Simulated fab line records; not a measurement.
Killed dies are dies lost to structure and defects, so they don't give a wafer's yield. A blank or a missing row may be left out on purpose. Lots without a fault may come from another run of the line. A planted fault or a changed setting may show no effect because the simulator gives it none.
The tool behind it: which one?    flow sky130    9 lots, 27 wafers sampled, at 2 steps of a route of 708

## WHAT THE GAUGES READ, wafer by wafer
SKY_METAL2_OVL_MEAS_16.
lot   measured      on          METAL2_OVL (nm)
L688  day 35 08:55  overlay-01  -6 -2 0
L696  day 37 23:30  overlay-02  -12 -3 -6
L698  day 38 10:31  overlay-02  7 2 2
L705  day 40 14:37  overlay-02  -5 -2 -2
L706  day 40 17:31  overlay-02  3 -2 0
L707  day 41 03:46  overlay-01  7 -5 -3
L709  day 41 21:01  overlay-01  -4 1 0
L710  day 42 09:01  overlay-02  8 3 -1
L711  day 42 15:25  overlay-02  -1 0 6

## TOOL THAT RAN EACH LOT (tool first, then ch and the chambers of the sampled wafers, then the start)
lot   SKY_METAL2_SPUTTER_04
L688  pvdSputter-01, day 34 05:44
L696  pvdSputter-03, day 36 21:35
L698  pvdSputter-04, day 37 08:33
L705  pvdSputter-01, day 39 13:51
L706  pvdSputter-01, day 39 16:37
L707  pvdSputter-04, day 40 03:05
L709  pvdSputter-03, day 40 20:23
L710  pvdSputter-03, day 41 09:04
L711  pvdSputter-03, day 41 15:27
- SKY_METAL2_SPUTTER_04: material TiN, target thk 70 nm, time 58.3 s.

## AS READ BY THE TOOLS THEMSELVES (means over the sampled wafers that have a number; for cases with no such wafer, the mark the record gives instead)
SKY_METAL2_SPUTTER_04.
lot   tool           throttleValvePct (%)
L688  pvdSputter-01  28.3
L696  pvdSputter-03  30.2
L698  pvdSputter-04  30.1
L705  pvdSputter-01  29.5
L706  pvdSputter-01  28.1
L707  pvdSputter-04  29.9
L709  pvdSputter-03  30.0
L710  pvdSputter-03  31.4
L711  pvdSputter-03  31.3

## THE ANSWER, worked out from the rows above alone
Rule: usual is defined by the lots themselves. The widest of any qualifying gaps counts: lots, ordered by their means at a reading, are off when they make up no more than a third of the lots, leave a main group of 4 or more, and stand apart from it by 3 or more times the standard deviation of that group's means. The tables above print the reading to a certain number of digits; a main group whose means all agree to those digits is not used. Also off: a lot with no number at a reading for which 4 or more lots have one. The other lots that the step has rows for count as sound. First the gauges in route order, then the tools' own readings, where a lot's mean is used as printed above. The first step at which some lot is off is used, and at that step the reading that is off furthest; a lot without a number counts as furthest.
None of the lots is off at any reading shown; this tells nothing.

## WHAT WAS PUT IN BY THE SIMULATOR
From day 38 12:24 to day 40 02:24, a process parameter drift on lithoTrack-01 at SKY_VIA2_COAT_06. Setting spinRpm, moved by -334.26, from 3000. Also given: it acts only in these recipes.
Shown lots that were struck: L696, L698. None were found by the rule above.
